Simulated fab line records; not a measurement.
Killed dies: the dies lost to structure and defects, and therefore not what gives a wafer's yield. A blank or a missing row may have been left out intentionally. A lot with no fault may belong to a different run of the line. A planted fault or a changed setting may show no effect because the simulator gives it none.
Comparing a struck lot with a sound one :: flow sfqLine :: 14 steps out of a route of 325
Sound: the wafers L521.2, L521.3, L521.6. Struck: wafer L535.2; the same lot's L535.4 was not struck, so it is left out; see the end for the cause.
Per side, at each step with rows, come the tool, then ch with its chambers, and then its first start. Under that, the readings that differ: sound wafers :: struck wafers :: difference of the means :: sigmas: that difference in standard deviations of wafers without a fault.
alike: same words and numbers on both sides, and readings whose means sit less than 2 such deviations apart. not compared: any withheld reading, any reading some wafer has no value for, any bound like >300 that may hide the same value, and any number with overlapping values for which the record gives no deviation.
A row with sigmas, a row that says differs or no value, or rows on one side alone: a step with any of these is where the two part. Non-overlapping numbers with no deviation appear without sigmas and do not part them. A reading that every wafer of one side lacks parts them only if that side has two wafers or more.

first, 2 steps without rows for these wafers: SFQ_TRILAYER_I2_VIA_STRIP_SOLV_CLEAN_072 (cleans in NMP, time 600 s); SFQ_TRILAYER_M3_DEP_PRE_CLEAN_074 (time 22.5 s).
SFQ_TRILAYER_M3_DEP_SPUTTER_073: material Nb, target thk 200 nm, time 133.3 s.
  sound on pvdSputter-06 at day 37 15:47; struck on pvdSputter-05 at day 44 09:05
reading: throttleValvePct (%)
sound: 30.8 30.1 30.4
struck: 28.0
difference: -2.4
sigmas: -2
SFQ_M3_RS_MEAS_919: uses a four-point probe to measure.
  sound on filmMetro-03 at day 37 15:53; struck on filmMetro-04 at day 44 09:12
  alike: M3_NB_RS
then, 6 steps without rows for these wafers: SFQ_TRILAYER_M3_LITHO_COAT_080 (resist thk 62 nm); SFQ_TRILAYER_M3_LITHO_COAT_075 (resist thk 600 nm); SFQ_TRILAYER_M3_LITHO_SOFTBAKE_079; SFQ_TRILAYER_M3_LITHO_EXPOSE_076 (exposes mask M3, target cd 500 nm); SFQ_TRILAYER_M3_LITHO_PEB_078 (peb time 60 s); SFQ_TRILAYER_M3_LITHO_DEVELOP_077 (time 60 s).
-- the record jumps here: 5 days lie between the struck wafers' starts before and after --
SFQ_M3_OVL_MEAS_921:
  sound on overlay-02 at day 43 01:25; struck on overlay-01 at day 49 14:23
  alike: M3_OVL
SFQ_TRILAYER_M3_BARC_OPEN_METAL_ETCH_100: etches BARC in O2, target depth 125 nm, time 41.7 s.
  sound on rieMetal-03 ch 0,1, day 43 01:26; struck on rieMetal-03 ch 1, day 49 14:25
reading: model.KrF_of_TRILAYER_M3_LITHO_COAT_075.thkNm (nm)
sound: 524.6 525 522.7
struck: 531.1
difference: +7.0
sigmas: 
  alike: drypumpMotorCurrentA, oesProductAu
  not compared: rfHoursCounterH
SFQ_TRILAYER_M3_ETCH_METAL_ETCH_078: etches Nb in Cl2/Ar, stops on SiO2, target depth 240 nm, time 120 s.
  sound on rieMetal-03 ch 0,1, day 43 01:30; struck on rieMetal-03 ch 1, day 49 14:28
reading: oesProductAu (a.u.)
sound: 0.891 0.891 0.887
struck: 0.905
difference: +0.015
sigmas: +2

reading: model.KrF_of_TRILAYER_M3_LITHO_COAT_075.thkNm (nm)
sound: 381.5 384.4 379.2
struck: 386.2
difference: +4.5
sigmas: 
  alike: drypumpMotorCurrentA
  not compared: rfHoursCounterH
SFQ_TRILAYER_M3_STRIP_STRIP_079: strips in O2.
  sound on rieMetal-03 ch 0,1, day 43 01:37; struck on rieMetal-03 ch 1, day 49 14:35
  alike: drypumpMotorCurrentA, oesProductAu
  not compared: rfHoursCounterH

## WHERE THEY PART
Last at SFQ_TRILAYER_M3_ETCH_METAL_ETCH_078 as far as this record goes, first at SFQ_TRILAYER_M3_DEP_SPUTTER_073. Later steps at which nothing parts them and some readings are alike: SFQ_TRILAYER_M3_STRIP_STRIP_079.

WHY: whatever the simulator had introduced
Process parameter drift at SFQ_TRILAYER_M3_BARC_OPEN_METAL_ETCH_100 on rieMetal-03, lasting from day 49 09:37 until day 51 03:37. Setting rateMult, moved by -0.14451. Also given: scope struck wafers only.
